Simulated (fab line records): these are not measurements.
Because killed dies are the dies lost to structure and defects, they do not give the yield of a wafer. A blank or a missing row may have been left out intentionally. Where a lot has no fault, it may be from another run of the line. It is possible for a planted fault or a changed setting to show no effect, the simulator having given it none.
fab line records | flow sky130
record: lots: 7 wafers: 21 lastDay: 50
route steps=708 shown FIELD_ISO@20 NWELL@32
lots untouched by any fault: they come from a run of this same line in which no faults occurred
startH: hours from the record's opening day to when the first of the lot's shown wafers began | waitH: hours elapsed since this lot's preceding step | " same as the row above | L1.1+2: a row that stands for several wafers | - either no value or no given start | * or withheld: withheld | < > ~ a bound
route shown NAME@n: NAME is a module with steps in the file, n the number in the route of the first one | usual: the fault-free wafers' mean and standard deviation | same: alike in all rows | chamber/n: place in a boat | sites: per-site readings | _std_site: the values' standard deviation | _edge_site: inner sites' mean taken away from outer sites' mean | radiusMm: how far each site lies from the wafer's centre | mask NAME#n: copy n | behind: the tool/chamber that last shaped the wafer | hold: why the lot went on hold/how many hours it stayed there/how the hold came to an end | device: transistor that didn't switch, given as n, p or np | end of line: tests run on the same wafers once the route is complete | a step given without rows: its recipe and nothing more | killed: count of dies lost to structure and defects at first sort (not the wafer's yield) | map: a wafer's dies, x killed, . not, _ none there
set.NAME: the run value of the setting; set.NAME@STEP: its run value at that earlier step | model.NAME: the simulator's own value behind a step, which no gauge read
certain route steps with their lots: each step a table, each wafer a row
services: a tool's chamber out of use, with start hour (startH, from the record's first day; less than 0 if before it), hours out, and reason
== steps ==
step: SKY_FIELD_ISO_CLEAN_19
recipe: chemistry: SC1/SC2 mix: 1:4:20 tempC: 70 timeS: 150
step: SKY_FIELD_ISO_CLEAN_20
recipe: chemistry: dHF timeS: 20 dilution: 100:1
step: SKY_FIELD_ISO_WET_ETCH_21
recipe: chemistry: dHF dilution: 100:1 targetDepthNm: 20 dry: ipaMarangoni target: SiO2 tempC: 25 timeS: 400
step: SKY_FIELD_ISO_OXIDATION_22
recipe: tempC: 950 ambient: O2 stabiliseS: 600 purgeS: 300 targetThkA: 100 oxTimeS: 623
step: SKY_FIELD_ISO_THK_MEAS_23
recipe: reads: SiO2_of_FIELD_ISO_OXIDATION_22
usual: FIELD_ISO_OXIDATION_01_THK: 10.00/0.23
columns lot.wafer tool chamber startH waitH FIELD_ISO_OXIDATION_01_THK[nm]
L846.2 filmMetro-01 - 38.88 0.0 9.83
L846.3 " - " " 9.84
L846.4 " - " " 9.83
L860.1 filmMetro-01 - 110.62 0.0 9.85
L860.4 " - " " 9.98
L860.5 " - " " 9.88
L861.2 filmMetro-02 - 117.74 0.0 10.33
L861.3 " - " " 10.16
L861.4 " - " " 10.53
L862.3 filmMetro-01 - 120.27 0.0 10.01
L862.5 " - " " 10.02
L862.6 " - " " 10.08
L863.1 filmMetro-02 - 125.73 0.0 9.96
L863.2 " - " " 9.70
L863.6 " - " " 9.88
L864.2 filmMetro-01 - 131.29 0.0 9.87
L864.3 " - " " 10.14
L864.4 " - " " 10.07
L868.2 filmMetro-04 - 154.09 0.0 10.05
L868.3 " - " " 10.33
L868.4 " - " " 10.13
step: SKY_FIELD_ISO_CVD_24
recipe: material: SiO2 targetThkNm: 595 tempC: 650 sigmaOpenFrac: 0.3 timeS: 99.2 sih4FlowSccm: 60 pressureMtorr: 6
step: SKY_FIELD_ISO_THK_MEAS_25
recipe: reads: SiO2_of_FIELD_ISO_CVD_24
usual: FIELD_ISO_CVD_24_THK: 595/8.5
columns lot.wafer tool chamber startH waitH FIELD_ISO_CVD_24_THK[nm]
L846.2 filmMetro-04 - 39.01 0.0 601
L846.3 " - " " 621
L846.4 " - " " 608
L860.1 filmMetro-02 - 110.75 0.0 604
L860.4 " - " " 596
L860.5 " - " " 599
L861.2 filmMetro-01 - 117.87 0.0 598
L861.3 " - " " 593
L861.4 " - " " 586
L862.3 filmMetro-02 - 120.40 0.1 603
L862.5 " - " " 601
L862.6 " - " " 597
L863.1 filmMetro-04 - 125.86 0.0 583
L863.2 " - " " 583
L863.6 " - " " 586
L864.2 filmMetro-02 - 131.42 0.0 594
L864.3 " - " " 608
L864.4 " - " " 593
L868.2 filmMetro-02 - 154.22 0.0 587
L868.3 " - " " 588
L868.4 " - " " 597
step: SKY_FIELD_ISO_ANNEAL_26
recipe: tempC: 1000 timeS: 1800 ambient: N2
step: SKY_FIELD_ISO_CMP_27
recipe: stopOn: Si3N4 tOverpolishS: 16 downForcePsi: 4 platenRpm: 60 targetThkNm: 457.8 padVelocityMS: 0.94248
usual: edgeZonePressureFrac: 1.000/0.005 motorCurrentA: 12.8/1.1 overpolishRunS: 16.001/0.0085 platenRpm: 60.00/0.04 timeToEndpointS: 110/5.6
same: tOverpolishS: 16
columns lot.wafer tool chamber startH waitH edgeZonePressureFrac motorCurrentA overpolishRunS platenRpm timeToEndpointS
L846.4 cmp-01 1 40.56 0.0 0.997 14.2 16.010 60.02 119
L846.3 " 2 " " 0.989 11.2 16.012 59.96 118
L846.2 " 3 " " 1.012 13.3 15.995 59.98 111
L860.1 cmp-01 3 113.63 0.0 1.006 13.2 16.007 59.94 112
L860.4 " 2 " " 1.003 11.5 16.007 60.03 110
L860.5 " 3 " " 1.006 13.2 15.987 60.03 109
L861.3 cmp-01 1 119.55 0.1 1.000 13.6 16.005 59.99 116
L861.2 " 2 " " 1.004 11.4 16.006 60.04 109
L861.4 " 3 " " 0.991 12.9 16.001 59.93 107
L862.3 cmp-01 0 122.09 0.1 0.996 14.2 15.985 60.01 103
L862.6 " 1 " " 1.001 14.0 15.998 60.02 114
L862.5 " 2 " " 0.998 10.8 16.001 59.90 110
L863.2 cmp-01 2 128.91 1.0 1.006 10.5 15.995 59.98 109
L863.1 " 3 " " 0.997 13.3 16.002 60.02 111
L863.6 " 2 " " 1.000 11.1 16.017 59.93 111
L864.2 cmp-01 1 133.27 0.0 1.001 14.4 15.995 60.00 117
L864.4 " 2 " " 0.994 10.6 16.002 59.93 111
L864.3 " 3 " " 0.997 13.4 15.990 60.00 111
L868.2 cmp-02 2 158.22 0.0 1.012 11.7 16.003 59.91 105
L868.3 " 0 " " 1.000 12.8 16.000 59.99 100
L868.4 " 1 " " 1.001 13.3 15.997 60.00 114
step: SKY_FIELD_ISO_WET_ETCH_28
recipe: chemistry: dHF targetDepthNm: 23.7 target: SiO2 dilution: 10:1 tempC: 25 timeS: 47
step: SKY_FIELD_ISO_WET_ETCH_29
recipe: chemistry: H3PO4 targetDepthNm: 160 target: Si3N4 tempC: 160 timeS: 1825
step: SKY_FIELD_ISO_WET_ETCH_30
recipe: chemistry: dHF targetDepthNm: 25 target: SiO2 dilution: 10:1 tempC: 25 timeS: 50
step: SKY_NWELL_CLEAN_00
recipe: chemistry: SC1/SC2 mix: 1:4:20 tempC: 70 timeS: 150 dry: n2Spin
usual: bathGuardTempC: 70.3/0.51 bathHeatDutyPct: 13.4/1.3 timeS: 150/0
columns lot.wafer tool chamber startH waitH bathGuardTempC bathHeatDutyPct timeS
L846.2 wetBench-02 0 41.43 0.0 70.7 12.4 150
L846.3 " 0 " " 70.7 12.6 150
L846.4 " 0 " " 70.9 12.8 150
L860.1 wetBench-02 3 114.49 0.0 69.8 14.2 150
L860.4 " 3 " " 70.4 14.2 150
L860.5 " 3 " " 70.2 14.4 150
L861.2 wetBench-04 0 120.46 0.0 - - -
L861.3 " 0 " " - - -
L861.4 " 0 " " - - -
L862.3 wetBench-01 0 122.85 0.0 - - -
L862.5 " 0 " " - - -
L862.6 " 0 " " - - -
L863.1 wetBench-02 2 129.77 0.0 - - -
L863.2 " 2 " " - - -
L863.6 " 2 " " - - -
L864.2 wetBench-02 3 134.13 0.0 69.8 14.3 150
L864.3 " 3 " " 70.1 13.6 150
L864.4 " 3 " " 70.2 14.9 150
L868.2 wetBench-04 0 159.21 0.0 70.9 14.0 150
L868.3 " 0 " " 70.8 13.9 150
L868.4 " 0 " " 71.1 12.2 150
step: SKY_NWELL_OXIDATION_01
recipe: tempC: 900 ambient: O2 stabiliseS: 600 purgeS: 300 targetThkA: 100 oxTimeS: 1418
== services ==
columns tool chamber startH hours kind
cmp-02 - 19.60 0.2 repair
cmp-02 - 24.82 0.8 repair
cmp-01 - 64.00 4.0 pm
cmp-01 - 68.00 - consumableReplace:conditioner
cmp-01 - 68.00 - consumableReplace:pad
cmp-02 - 96.21 1.6 repair
cmp-01 - 104.21 0.3 repair
cmp-02 - 113.80 5.8 repair
cmp-01 - 118.55 0.7 repair
cmp-02 - 125.59 8.6 pm
cmp-01 - 126.70 1.9 repair
cmp-01 - 158.78 1.3 repair
== key ==
firstSign: step: SKY_NWELL_CLEAN_00 reading: toolRecord direction: missing
effect none on later readings
metAt SKY_NWELL_CLEAN_00
struckWafers L861.2,L861.3,L861.4,L862.3,L862.5,L862.6,L863.1,L863.2,L863.6
sortLeftOut L862.3,L862.5,L862.6
testerLeftOut L861,L862,L863
onsetBetween 114.49 120.46
fault: kind: skippedStepWhole tool: wetBench-01,wetBench-02,wetBench-04 chamber: - onsetH: 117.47 steps: SKY_NWELL_CLEAN_00 scope: struckLotsOnly
testerLeftOut: of these lots the tester's yield and bins aren't shown, on N5 and GAA mostly nor the transistor test; their killed dies are dies lost to structure and defects alone, not to doping, threshold or leakage, so they don't give the yield
sortLeftOut: the simulated sort isn't trusted on such a fault, so these wafers' sort isn't shown, and their yield isn't known
